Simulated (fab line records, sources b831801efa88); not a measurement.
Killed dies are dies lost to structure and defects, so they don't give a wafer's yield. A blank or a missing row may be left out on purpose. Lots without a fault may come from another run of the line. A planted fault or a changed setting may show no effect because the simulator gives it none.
A struck lot beside a sound one | flow sky130 | 14 steps out of a route of 708
Sound: wafers L406.1, L406.3, L406.5. Struck: wafer L399.1. (L399.2, L399.3 of the same lot were not struck and are left out.) The cause comes at the end.
At each step with rows: each side's tool, then ch and its chambers, then its first start. Under that, the readings that differ: sound wafers | struck wafers | difference of the means | sigmas: that difference in standard deviations of wafers without a fault.
alike: readings whose means differ by less than 2 such deviations, and words and numbers that are the same on both sides. not compared: withheld readings, readings that some wafer has no value for, bounds like >300 that may hide the same value, and numbers for which the record gives no deviation and whose values overlap.
The two part at a step that has a row with sigmas, a row that says differs or no value, or rows on one side only. Numbers that don't overlap but have no deviation are shown without sigmas and don't part them. A reading that every wafer of one side lacks parts them only if that side has two wafers or more.

SKY_VIA3_CD_MEAS_12: target cd 200 nm.
  sound on cd_sem-02, day 44 08:17; struck on cd_sem-01, day 42 18:37
  alike: cd_nm
SKY_VIA3_OVL_MEAS_13:
  sound on overlay-01, day 44 08:25; struck on overlay-01, day 42 18:44
  alike: VIA3_OVL
SKY_VIA3_ETCH_14: etches BARC in N2/H2, stops on SiO2, time 45.9 s, target depth 60 nm.
  sound on rie_diel-01 ch 1,3, day 44 08:26; struck on rie_diel-01 ch 1, day 42 18:46
  alike: drypump_motor_current_A, oes_product_au, throttle_valve_pct
  not compared: rf_hours_counter_h
SKY_VIA3_ETCH_15: etches SiO2 in C4F8/O2/Ar, stops on TiN, target depth 507 nm, time 78 s.
  sound on rie_diel-01 ch 1,3, day 44 08:29; struck on rie_diel-01 ch 1, day 42 18:49
  alike: oes_product_au
  not compared: rf_hours_counter_h
SKY_VIA3_STRIP_16: strips in O2/N2.
  sound on plasma_asher-03 ch 0,1, day 44 08:32; struck on plasma_asher-04 ch 0, day 42 18:52
  reading                      | sound             | struck | difference | sigmas
  strip_time_to_endpoint_s (s) | 4.140 4.118 4.131 | 4.190  | +0.060     | +3
  alike: drypump_motor_current_A, o2_flow_sccm, oes_product_au
  not compared: rf_hours_counter_h
then, 3 steps without rows for these wafers: SKY_VIA3_STRIP_17 (strips in post etch residue remover, time 1200 s); SKY_VIA3_CLEAN_18 (cleans in IPA, time 180 s); SKY_VIA3_CLEAN_19 (cleans in O3/DIW).
SKY_VIA3_SPUTTER_20: material TiN, target thk 20 nm, time 80 s.
  sound on pvd_sputter-02, day 44 09:08; struck on pvd_sputter-02, day 42 19:31
  alike: throttle_valve_pct
then, 1 step without rows for these wafers: SKY_VIA3_CVD_21 (deposits W, target thk 390 nm, time 117.31 s).
SKY_VIA3_RS_MEAS_22: measures by four-point-probe.
  sound on film_metro-02, day 44 09:19; struck on film_metro-01, day 42 19:41
  alike: VIA3_W_RS
SKY_VIA3_THK_MEAS_23: measures by xrf.
  sound on film_metro-02, day 44 09:26; struck on film_metro-01, day 42 19:49
  alike: VIA3_W_THK
SKY_VIA3_CMP_24: polishes, stops on SiO2, t overpolish 20 s, target thk 0 nm.
  sound on cmp-02 ch 0,3, day 44 09:33; struck on cmp-01 ch 3, day 42 19:55
  reading                | sound                | struck | difference | sigmas
  overpolish_run_s (s)   | 19.991 20.004 20.009 | 0.046  | -19.955    | -99 or more
  time_to_endpoint_s (s) | 91 96 93             | 149    | +56        | +18
  alike: motor_current_A
SKY_METAL4_SPUTTER_00: material Ti, target thk 15 nm, time 10 s.
  the record has rows for the sound wafers here (pvd_sputter-03, day 44 09:48) and none for the struck ones

WHERE THEY PART
First at SKY_VIA3_STRIP_16; last, within this record, at SKY_METAL4_SPUTTER_00.

WHY: what the simulator had put in
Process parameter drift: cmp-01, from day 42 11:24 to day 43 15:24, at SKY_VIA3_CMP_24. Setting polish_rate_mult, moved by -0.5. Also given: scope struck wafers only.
